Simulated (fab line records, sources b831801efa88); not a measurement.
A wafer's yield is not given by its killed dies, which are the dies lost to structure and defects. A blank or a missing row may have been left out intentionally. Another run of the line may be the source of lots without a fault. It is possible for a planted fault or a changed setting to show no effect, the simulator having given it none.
Which of the tools did it? / flow sfq line / Sampling: 15 lots, 45 wafers, 4 of 325 route steps

WHAT THE GAUGES READ, wafer by wafer
The record holds no reading of a measuring or inspecting step that can be judged against a usual standard deviation.

TOOL THAT RAN EACH LOT (tool first, then ch and the chambers of the sampled wafers, then the start)
lot=L816; SFQ_TRILAYER_M3_STRIP_STRIP_079=rie metal-04 ch 0,1, day 43 10:01; SFQ_TRILAYER_M4_STRIP_STRIP_097=rie metal-01 ch 0,1, day 49 16:34; SFQ_TRILAYER_I4_VIA_LITHO_DEVELOP_105=litho track-03 ch 0, day 55 06:28; SFQ_TRILAYER_A5B_CMP_CMP_130=cmp-02 ch 0,2,3, day 61 02:03
lot=L819; SFQ_TRILAYER_M3_STRIP_STRIP_079=rie metal-02 ch 0,1, day 44 23:20; SFQ_TRILAYER_M4_STRIP_STRIP_097=rie metal-03 ch 0,1, day 51 14:02; SFQ_TRILAYER_I4_VIA_LITHO_DEVELOP_105=litho track-01 ch 0, day 56 23:12; SFQ_TRILAYER_A5B_CMP_CMP_130=cmp-02 ch 0,1, day 62 18:10
lot=L820; SFQ_TRILAYER_M3_STRIP_STRIP_079=rie metal-02 ch 0,1, day 45 16:08; SFQ_TRILAYER_M4_STRIP_STRIP_097=rie metal-01 ch 0,1, day 51 15:22; SFQ_TRILAYER_I4_VIA_LITHO_DEVELOP_105=litho track-03, day 57 00:24; SFQ_TRILAYER_A5B_CMP_CMP_130=cmp-01 ch 0,2,3, day 62 23:08
lot=L821; SFQ_TRILAYER_M3_STRIP_STRIP_079=rie metal-02 ch 0,1, day 45 19:44; SFQ_TRILAYER_M4_STRIP_STRIP_097=rie metal-03 ch 0,1, day 51 16:34; SFQ_TRILAYER_I4_VIA_LITHO_DEVELOP_105=litho track-01, day 57 05:13; SFQ_TRILAYER_A5B_CMP_CMP_130=cmp-02 ch 0,2, day 63 02:40
lot=L822; SFQ_TRILAYER_M3_STRIP_STRIP_079=rie metal-04 ch 0, day 46 13:44; SFQ_TRILAYER_M4_STRIP_STRIP_097=rie metal-02 ch 0, day 52 23:46; SFQ_TRILAYER_I4_VIA_LITHO_DEVELOP_105=litho track-01, day 58 18:33; SFQ_TRILAYER_A5B_CMP_CMP_130=cmp-02 ch 0,1,3, day 68 10:16
lot=L825; SFQ_TRILAYER_M3_STRIP_STRIP_079=rie metal-02 ch 0,1, day 47 03:19; SFQ_TRILAYER_M4_STRIP_STRIP_097=rie metal-03 ch 0,1, day 53 05:58; SFQ_TRILAYER_I4_VIA_LITHO_DEVELOP_105=litho track-02 ch 0, day 59 04:10; SFQ_TRILAYER_A5B_CMP_CMP_130=cmp-02 ch 0,1,2, day 68 18:04
lot=L830; SFQ_TRILAYER_M3_STRIP_STRIP_079=rie metal-02 ch 1, day 48 16:26; SFQ_TRILAYER_M4_STRIP_STRIP_097=rie metal-03 ch 0,1, day 54 17:33; SFQ_TRILAYER_I4_VIA_LITHO_DEVELOP_105=litho track-01 ch 0, day 60 05:19; SFQ_TRILAYER_A5B_CMP_CMP_130=cmp-01 ch 0,1,3, day 69 12:38
lot=L831; SFQ_TRILAYER_M3_STRIP_STRIP_079=rie metal-02 ch 0,1, day 48 20:02; SFQ_TRILAYER_M4_STRIP_STRIP_097=rie metal-02 ch 0,1, day 54 19:08; SFQ_TRILAYER_I4_VIA_LITHO_DEVELOP_105=litho track-01 ch 0, day 60 08:55; SFQ_TRILAYER_A5B_CMP_CMP_130=cmp-02 ch 0,1,2, day 69 15:14
lot=L832; SFQ_TRILAYER_M3_STRIP_STRIP_079=rie metal-03 ch 0,1, day 48 22:26; SFQ_TRILAYER_M4_STRIP_STRIP_097=rie metal-01 ch 0,1, day 54 22:21; SFQ_TRILAYER_I4_VIA_LITHO_DEVELOP_105=litho track-02 ch 0, day 60 11:19; SFQ_TRILAYER_A5B_CMP_CMP_130=cmp-02 ch 1,2,3, day 69 18:14
lot=L833; SFQ_TRILAYER_M3_STRIP_STRIP_079=rie metal-02 ch 0,1, day 49 15:22; SFQ_TRILAYER_M4_STRIP_STRIP_097=rie metal-03 ch 0,1, day 55 07:57; SFQ_TRILAYER_I4_VIA_LITHO_DEVELOP_105=litho track-01 ch 0, day 60 12:43; SFQ_TRILAYER_A5B_CMP_CMP_130=cmp-01 ch 0,2,3, day 69 19:22
lot=L834; SFQ_TRILAYER_M3_STRIP_STRIP_079=rie metal-03 ch 0,1, day 50 04:34; SFQ_TRILAYER_M4_STRIP_STRIP_097=rie metal-02 ch 1, day 55 17:46; SFQ_TRILAYER_I4_VIA_LITHO_DEVELOP_105=litho track-02 ch 0, day 60 13:54; SFQ_TRILAYER_A5B_CMP_CMP_130=cmp-01 ch 0,1, day 69 23:04
lot=L835; SFQ_TRILAYER_M3_STRIP_STRIP_079=rie metal-02 ch 0,1, day 50 16:34; SFQ_TRILAYER_M4_STRIP_STRIP_097=rie metal-01 ch 0,1, day 61 06:54; SFQ_TRILAYER_I4_VIA_LITHO_DEVELOP_105=litho track-03 ch 0, day 61 18:37; SFQ_TRILAYER_A5B_CMP_CMP_130=cmp-01 ch 0,1,2, day 70 16:23
lot=L836; SFQ_TRILAYER_M3_STRIP_STRIP_079=rie metal-02 ch 0,1, day 50 20:10; SFQ_TRILAYER_M4_STRIP_STRIP_097=rie metal-03 ch 0,1, day 61 10:30; SFQ_TRILAYER_I4_VIA_LITHO_DEVELOP_105=litho track-02 ch 0, day 61 22:02; SFQ_TRILAYER_A5B_CMP_CMP_130=cmp-02 ch 0,1,3, day 70 19:47
lot=L837; SFQ_TRILAYER_M3_STRIP_STRIP_079=rie metal-04 ch 0,1, day 50 23:46; SFQ_TRILAYER_M4_STRIP_STRIP_097=rie metal-02 ch 0,1, day 61 12:54; SFQ_TRILAYER_I4_VIA_LITHO_DEVELOP_105=litho track-02 ch 0, day 62 00:26; SFQ_TRILAYER_A5B_CMP_CMP_130=cmp-01 ch 0,2,3, day 70 21:41
lot=L838; SFQ_TRILAYER_M3_STRIP_STRIP_079=rie metal-04 ch 0,1, day 51 05:46; SFQ_TRILAYER_M4_STRIP_STRIP_097=rie metal-02 ch 0,1, day 61 22:30; SFQ_TRILAYER_I4_VIA_LITHO_DEVELOP_105=litho track-01 ch 0, day 62 06:04; SFQ_TRILAYER_A5B_CMP_CMP_130=cmp-01 ch 0,1,3, day 71 05:19
- SFQ_TRILAYER_M3_STRIP_STRIP_079: strips in O2.
- SFQ_TRILAYER_M4_STRIP_STRIP_097: strips in O2.
- SFQ_TRILAYER_I4_VIA_LITHO_DEVELOP_105: time 60 s.
- SFQ_TRILAYER_A5B_CMP_CMP_130: polishes, stops on Nb, target thk 340.7 nm.

AS READ BY THE TOOLS THEMSELVES (means over the sampled wafers that have a number; for cases with no such wafer, the mark the record gives instead)
SFQ_TRILAYER_M3_STRIP_STRIP_079.
lot=L816; tool=rie metal-04; drypump motor current A (A)=5.56; oes product au (a.u.)=1.002
lot=L819; tool=rie metal-02; drypump motor current A (A)=5.70; oes product au (a.u.)=0.991
lot=L820; tool=rie metal-02; drypump motor current A (A)=5.68; oes product au (a.u.)=1.000
lot=L821; tool=rie metal-02; drypump motor current A (A)=5.67; oes product au (a.u.)=0.989
lot=L822; tool=rie metal-04; drypump motor current A (A)=5.02; oes product au (a.u.)=1.018
lot=L825; tool=rie metal-02; drypump motor current A (A)=5.72; oes product au (a.u.)=0.998
lot=L830; tool=rie metal-02; drypump motor current A (A)=5.75; oes product au (a.u.)=0.992
lot=L831; tool=rie metal-02; drypump motor current A (A)=5.67; oes product au (a.u.)=0.997
lot=L832; tool=rie metal-03; drypump motor current A (A)=5.93; oes product au (a.u.)=0.994
lot=L833; tool=rie metal-02; drypump motor current A (A)=5.72; oes product au (a.u.)=1.001
lot=L834; tool=rie metal-03; drypump motor current A (A)=5.95; oes product au (a.u.)=0.999
lot=L835; tool=rie metal-02; drypump motor current A (A)=5.72; oes product au (a.u.)=0.986
lot=L836; tool=rie metal-02; drypump motor current A (A)=5.66; oes product au (a.u.)=0.995
lot=L837; tool=rie metal-04; drypump motor current A (A)=5.53; oes product au (a.u.)=1.013
lot=L838; tool=rie metal-04; drypump motor current A (A)=5.29; oes product au (a.u.)=1.016

SFQ_TRILAYER_M4_STRIP_STRIP_097.
lot=L816; tool=rie metal-01; drypump motor current A (A)=6.23; oes product au (a.u.)=0.998
lot=L819; tool=rie metal-03; drypump motor current A (A)=5.96; oes product au (a.u.)=0.997
lot=L820; tool=rie metal-01; drypump motor current A (A)=6.25; oes product au (a.u.)=1.008
lot=L821; tool=rie metal-03; drypump motor current A (A)=5.95; oes product au (a.u.)=0.990
lot=L822; tool=rie metal-02; drypump motor current A (A)=5.64; oes product au (a.u.)=1.012
lot=L825; tool=rie metal-03; drypump motor current A (A)=5.93; oes product au (a.u.)=0.986
lot=L830; tool=rie metal-03; drypump motor current A (A)=5.96; oes product au (a.u.)=0.995
lot=L831; tool=rie metal-02; drypump motor current A (A)=5.67; oes product au (a.u.)=1.016
lot=L832; tool=rie metal-01; drypump motor current A (A)=6.17; oes product au (a.u.)=1.007
lot=L833; tool=rie metal-03; drypump motor current A (A)=5.93; oes product au (a.u.)=0.998
lot=L834; tool=rie metal-02; drypump motor current A (A)=5.74; oes product au (a.u.)=1.000
lot=L835; tool=rie metal-01; drypump motor current A (A)=6.16; oes product au (a.u.)=1.020
lot=L836; tool=rie metal-03; drypump motor current A (A)=5.95; oes product au (a.u.)=1.000
lot=L837; tool=rie metal-02; drypump motor current A (A)=5.67; oes product au (a.u.)=1.000
lot=L838; tool=rie metal-02; drypump motor current A (A)=5.72; oes product au (a.u.)=0.990

SFQ_TRILAYER_I4_VIA_LITHO_DEVELOP_105.
lot=L816; tool=litho track-03; chill plate temp C (C)=23.16; exhaust pa (Pa)=44.1
lot=L819; tool=litho track-01; chill plate temp C (C)=23.09; exhaust pa (Pa)=44.7
lot=L820; tool=litho track-03; chill plate temp C (C)=-; exhaust pa (Pa)=-
lot=L821; tool=litho track-01; chill plate temp C (C)=-; exhaust pa (Pa)=-
lot=L822; tool=litho track-01; chill plate temp C (C)=-; exhaust pa (Pa)=-
lot=L825; tool=litho track-02; chill plate temp C (C)=22.90; exhaust pa (Pa)=45.3
lot=L830; tool=litho track-01; chill plate temp C (C)=23.06; exhaust pa (Pa)=45.3
lot=L831; tool=litho track-01; chill plate temp C (C)=22.95; exhaust pa (Pa)=46.0
lot=L832; tool=litho track-02; chill plate temp C (C)=22.97; exhaust pa (Pa)=45.5
lot=L833; tool=litho track-01; chill plate temp C (C)=23.02; exhaust pa (Pa)=43.9
lot=L834; tool=litho track-02; chill plate temp C (C)=22.98; exhaust pa (Pa)=45.0
lot=L835; tool=litho track-03; chill plate temp C (C)=22.87; exhaust pa (Pa)=45.6
lot=L836; tool=litho track-02; chill plate temp C (C)=23.09; exhaust pa (Pa)=46.1
lot=L837; tool=litho track-02; chill plate temp C (C)=23.13; exhaust pa (Pa)=43.7
lot=L838; tool=litho track-01; chill plate temp C (C)=23.04; exhaust pa (Pa)=45.2

SFQ_TRILAYER_A5B_CMP_CMP_130.
lot=L816; tool=cmp-02; motor current A (A)=9.6
lot=L819; tool=cmp-02; motor current A (A)=10.9
lot=L820; tool=cmp-01; motor current A (A)=9.6
lot=L821; tool=cmp-02; motor current A (A)=9.8
lot=L822; tool=cmp-02; motor current A (A)=10.4
lot=L825; tool=cmp-02; motor current A (A)=10.4
lot=L830; tool=cmp-01; motor current A (A)=10.2
lot=L831; tool=cmp-02; motor current A (A)=10.1
lot=L832; tool=cmp-02; motor current A (A)=9.9
lot=L833; tool=cmp-01; motor current A (A)=10.1
lot=L834; tool=cmp-01; motor current A (A)=9.2
lot=L835; tool=cmp-01; motor current A (A)=9.2
lot=L836; tool=cmp-02; motor current A (A)=10.7
lot=L837; tool=cmp-01; motor current A (A)=9.8
lot=L838; tool=cmp-01; motor current A (A)=10.6

THE ANSWER, worked out from the rows above alone
Rule: what is usual is taken from the lots themselves. Put in order of their means at a reading, lots are off if they are a third of the lots or fewer, leave a main group of 4 or more, and stand apart from it by a gap of 3 or more times the standard deviation of the main group's means; of several such gaps the widest counts. The tables above print the reading to a certain number of digits; a main group whose means all agree to those digits is not used. Also off: a lot with no number at a reading for which 4 or more lots have one. All remaining lots with rows at the step are treated as sound. Order of review: gauges by route order, followed by the tools' own readings, for which a lot's mean as printed above is used. At the first step where some lot is off, the reading lying furthest off is the one used; lots without a number count as furthest.
Off, at SFQ_TRILAYER_I4_VIA_LITHO_DEVELOP_105 on chill plate temp C: L820, L821, L822. Without a number there: L820, L821, L822. For the main group the mean is 23.02 C and the standard deviation 0.086.
A tool fits if, at that step or a process step before it, it ran every lot that is off, and no sound lot after the first of them. None of those tried fits.

WHAT THE SIMULATOR PUT IN
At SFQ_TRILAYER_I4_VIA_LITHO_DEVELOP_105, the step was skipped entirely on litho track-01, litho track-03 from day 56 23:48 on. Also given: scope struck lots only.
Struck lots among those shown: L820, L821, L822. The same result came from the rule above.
